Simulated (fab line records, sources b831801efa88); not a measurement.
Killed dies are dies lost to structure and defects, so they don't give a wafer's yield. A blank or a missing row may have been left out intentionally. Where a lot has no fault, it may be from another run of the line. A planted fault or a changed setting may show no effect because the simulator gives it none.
A single fault, viewed from 2 desks || flow sky130 || only its own numbers are on each desk; what lay behind them is given at the end

TOOL OWNER'S DESK, litho-track-04
The tool's own readings at SKY_LI_CONTACT_COAT_07 (resist thk 450 nm): means of the sampled wafers that have a number, for each lot that ran on this tool. A lot is out of limits, marked OUT, if its mean lies more than 4 standard deviations from the usual mean; the brackets give that distance.
Columns: A = spin-speed-rpm at SKY_LI_CONTACT_COAT_07, usual 3000.2 rpm
{"lot": "L138", "first seen here": "day 28 06:00", "A": 3000.7}
{"lot": "L139", "first seen here": "day 28 19:00", "A": 2998.6}
{"lot": "L142", "first seen here": "day 30 02:00", "A": 3000.6}
{"lot": "L144", "first seen here": "day 30 09:00", "A": 3000.1}
{"lot": "L148", "first seen here": "day 32 04:00", "A": 3000.8}
{"lot": "L149", "first seen here": "day 32 13:00", "A": 2997.6}
{"lot": "L157", "first seen here": "day 34 18:00", "A": "3115.2 (+55) OUT"}
{"lot": "L158", "first seen here": "day 35 02:00", "A": "3118.2 (+56) OUT"}
Finding of this desk: L157, L158 out of limits; the first was L157 at day 34 18:00, on spin-speed-rpm at SKY_LI_CONTACT_COAT_07. L138, L139, L142, L144, L148, L149: within limits.

METROLOGY DESK
What the gauges read for every lot (on any tool): the sampled wafers with a number, averaged. A lot is out of limits, marked OUT, if its mean lies more than 4 standard deviations from the usual mean; the brackets give that distance.
Columns: A = LOCAL_INTERCONNECT_TIN_THK at SKY_LOCAL_INTERCONNECT_THK_MEAS_02, usual 98.8 nm; B = METAL1_ALCU_THK at SKY_METAL1_THK_MEAS_06, usual 253.3 nm
{"lot": "L138", "first seen here": "day 28 22:11", "A": 98.6, "B": 250.6}
{"lot": "L139", "first seen here": "day 29 12:40", "A": 97.4, "B": 253.5}
{"lot": "L140", "first seen here": "day 30 00:13", "A": 99.0, "B": 254.7}
{"lot": "L141", "first seen here": "day 30 04:56", "A": 101.0, "B": 254.7}
{"lot": "L142", "first seen here": "day 30 18:58", "A": 98.0, "B": 250.3}
{"lot": "L144", "first seen here": "day 31 00:33", "A": 98.2, "B": 249.4}
{"lot": "L145", "first seen here": "day 31 12:55", "A": 99.9, "B": 255.5}
{"lot": "L148", "first seen here": "day 32 19:54", "A": 97.7, "B": 254.2}
{"lot": "L149", "first seen here": "day 33 05:01", "A": 98.1, "B": 253.5}
{"lot": "L157", "first seen here": "day 35 09:25", "A": 97.7, "B": 255.5}
{"lot": "L158", "first seen here": "day 35 18:02", "A": 98.6, "B": 257.1}
{"lot": "L161", "first seen here": "day 36 12:16", "A": 99.9, "B": 251.4}
This desk's verdict: no lot among the 12 shows anything out of limits.

BROUGHT TOGETHER
The tool owner's desk had the chance to raise an alarm at day 34 18:00 on L157, L158.
Metrology desk: nothing out of limits seen.
The metrology desk has L157, L158 on record, within its limits.
On litho-track-04, each named lot ran SKY_LI_CONTACT_COAT_07.

WHAT THE SIMULATOR PUT IN
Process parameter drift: litho-track-04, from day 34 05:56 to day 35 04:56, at SKY_LI_CONTACT_COAT_07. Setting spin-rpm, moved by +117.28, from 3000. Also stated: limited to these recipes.
Lots struck among those shown: L157, L158.
Time in hours from fault onset to the first out-of-limits reading at each desk: the tool owner's desk, 12.
